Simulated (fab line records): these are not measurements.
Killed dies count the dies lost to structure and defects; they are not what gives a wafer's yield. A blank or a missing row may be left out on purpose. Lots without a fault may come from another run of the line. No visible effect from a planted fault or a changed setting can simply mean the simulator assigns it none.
A struck lot beside a sound one | flow gf180mcu | 43 steps out of a route of 602
Sound: these wafers, L304.2, L304.3, L304.6. Wafers struck: L319.3, L319.4, L319.5. Last of all comes the cause.
Per side, at each step with rows, come the tool, then ch with its chambers, and then its first start. Under that, the readings that differ: sound wafers | struck wafers | difference of the means | sigmas: that difference in standard deviations of wafers without a fault.
alike: same words and numbers on both sides, and readings whose means sit less than 2 such deviations apart. not compared: any withheld reading, any reading some wafer has no value for, any bound like >300 that may hide the same value, and any number with overlapping values for which the record gives no deviation.
Wherever a step has rows on one side only, a row that says differs or no value, or a row with sigmas, the two part there. When numbers do not overlap yet have no deviation, they are printed without sigmas and do not part them. Lack of a reading on every wafer of one side parts them only where that side has two or more wafers.

first, 1 step without rows for these wafers: GF_VT_IMPLANT_IMPLANT_08.
GF_VT_IMPLANT_STRIP_09: strips in O2/N2.
  sound on plasma-asher-04 ch 0,1, day 7 16:38; struck on plasma-asher-03 ch 0,1, day 11 16:21
  alike: drypump-motor-current-A, heater-power-w, oes-product-au, strip-time-to-endpoint-s
  not compared: rf-hours-counter-h
GF_VT_IMPLANT_TW_MEAS_10:
  sound on film-metro-01, day 7 16:44; struck on film-metro-01, day 11 16:26
  alike: VT_IMPLANT_TW
then, 7 steps without rows for these wafers: GF_VT_IMPLANT_DEHYDRATE_11 (time 60 s); GF_VT_IMPLANT_HMDS_12 (prime time 60 s); GF_VT_IMPLANT_COAT_13 (resist thk 1000 nm); GF_VT_IMPLANT_SOFTBAKE_14 (time 60 s); GF_VT_IMPLANT_EXPOSE_15 (exposes mask Nwell LV AREA, target cd 860 nm); GF_VT_IMPLANT_PEB_16; GF_VT_IMPLANT_DEVELOP_17 (develop time 60 s).
GF_VT_IMPLANT_OVL_MEAS_18:
  sound on overlay-01, day 8 08:37; struck on overlay-01, day 12 12:10
  alike: VT_IMPLANT_01_OVL
next, for these wafers, 1 step has no rows: GF_VT_IMPLANT_IMPLANT_19.
GF_VT_IMPLANT_STRIP_20: strips in O2/N2.
  sound on plasma-asher-04 ch 0,1, day 8 08:47; struck on plasma-asher-03 ch 0,1, day 12 12:22
  alike: drypump-motor-current-A, heater-power-w, oes-product-au, strip-time-to-endpoint-s
  not compared: rf-hours-counter-h
GF_VT_IMPLANT_TW_MEAS_21:
  sound on film-metro-01, day 8 08:54; struck on film-metro-04, day 12 12:27
  reading         | sound          | struck         | difference | sigmas
  VT_IMPLANT_2_TW | 1223 1219 1224 | 1191 1193 1200 | -27        | -2
then, 7 steps without rows for these wafers: GF_VT_IMPLANT_DEHYDRATE_22 (time 60 s); GF_VT_IMPLANT_HMDS_23 (prime time 60 s); GF_VT_IMPLANT_COAT_24 (resist thk 1000 nm); GF_VT_IMPLANT_SOFTBAKE_25 (time 60 s); GF_VT_IMPLANT_EXPOSE_26 (exposes mask LVPWELL HV AREA, target cd 860 nm); GF_VT_IMPLANT_PEB_27; GF_VT_IMPLANT_DEVELOP_28 (develop time 60 s).
GF_VT_IMPLANT_OVL_MEAS_29:
  sound on overlay-01, day 9 01:24; struck on overlay-02, day 13 07:36
  reading                | sound       | struck      | difference | sigmas
  VT_IMPLANT_02_OVL (nm) | 5.8 3.4 5.5 | 0.8 1.2 0.9 | -3.9       | -2
next, for these wafers, 1 step has no rows: GF_VT_IMPLANT_IMPLANT_30.
GF_VT_IMPLANT_STRIP_31: strips in O2/N2.
  sound on plasma-asher-04 ch 0,1, day 9 01:35; struck on plasma-asher-04 ch 0,1, day 13 07:49
  alike: drypump-motor-current-A, heater-power-w, oes-product-au, strip-time-to-endpoint-s
  not compared: rf-hours-counter-h
GF_VT_IMPLANT_TW_MEAS_32:
  sound on film-metro-04, day 9 01:41; struck on film-metro-04, day 13 07:53
  alike: VT_IMPLANT_3_TW
then, 7 steps without rows for these wafers: GF_VT_IMPLANT_DEHYDRATE_33 (time 60 s); GF_VT_IMPLANT_HMDS_34 (prime time 60 s); GF_VT_IMPLANT_COAT_35 (resist thk 1000 nm); GF_VT_IMPLANT_SOFTBAKE_36 (time 60 s); GF_VT_IMPLANT_EXPOSE_37 (exposes mask Nwell HV AREA, target cd 860 nm); GF_VT_IMPLANT_PEB_38; GF_VT_IMPLANT_DEVELOP_39 (develop time 60 s).
GF_VT_IMPLANT_OVL_MEAS_40:
  sound on overlay-02, day 9 18:48; struck on overlay-01, day 14 04:25
  alike: VT_IMPLANT_03_OVL
next, for these wafers, 1 step has no rows: GF_VT_IMPLANT_IMPLANT_41.
GF_VT_IMPLANT_STRIP_42: strips in O2/N2.
  sound on plasma-asher-03 ch 1, day 9 18:59; struck on plasma-asher-03 ch 0,1, day 14 04:37
  alike: drypump-motor-current-A, heater-power-w, oes-product-au, strip-time-to-endpoint-s
  not compared: rf-hours-counter-h
GF_VT_IMPLANT_TW_MEAS_43:
  sound on film-metro-04, day 9 19:05; struck on film-metro-01, day 14 04:42
  alike: VT_IMPLANT_4_TW
then, 1 step without rows for these wafers: GF_VT_IMPLANT_CLEAN_44 (cleans in SC1/SC2, time 150 s).
GF_VT_IMPLANT_RTA_45: time 30 s.
  sound on rtp-anneal-02 ch 0, day 9 19:13; struck on rtp-anneal-02 ch 0, day 14 04:52
  alike: lamp-power-pct, wafer_temp_C_max
GF_VT_IMPLANT_RS_MEAS_46: a four-point-probe measurement.
  sound on film-metro-02, day 9 19:19; struck on film-metro-01, day 14 05:02
  alike: MVSD_RS
GF_VT_IMPLANT_RS_MEAS_47: a four-point-probe measurement.
  sound on film-metro-02, day 9 19:26; struck on film-metro-01, day 14 05:09
  alike: NWELL_RS
GF_VT_IMPLANT_RS_MEAS_48: a four-point-probe measurement.
  sound on film-metro-02, day 9 19:33; struck on film-metro-01, day 14 05:16
  alike: LVPWELL_RS
GF_VT_IMPLANT_RS_MEAS_49: a four-point-probe measurement.
  sound on film-metro-02, day 9 19:40; struck on film-metro-01, day 14 05:23
  alike: MVPSD_RS
-- here the record skips 21 days between the struck wafers' starts before and after, leaving off in module VT_IMPLANT and picking up in module PASSIVATION (first step shown: number 602 of the route) --
GF_PASSIVATION_PROBE_99:
  only the struck wafers here have rows in the record (prober-01, day 35 02:10); the sound ones have none

WHERE THEY PART
Earliest at GF_VT_IMPLANT_TW_MEAS_21; latest, in this record, at GF_PASSIVATION_PROBE_99.

WHY: whatever the simulator had introduced
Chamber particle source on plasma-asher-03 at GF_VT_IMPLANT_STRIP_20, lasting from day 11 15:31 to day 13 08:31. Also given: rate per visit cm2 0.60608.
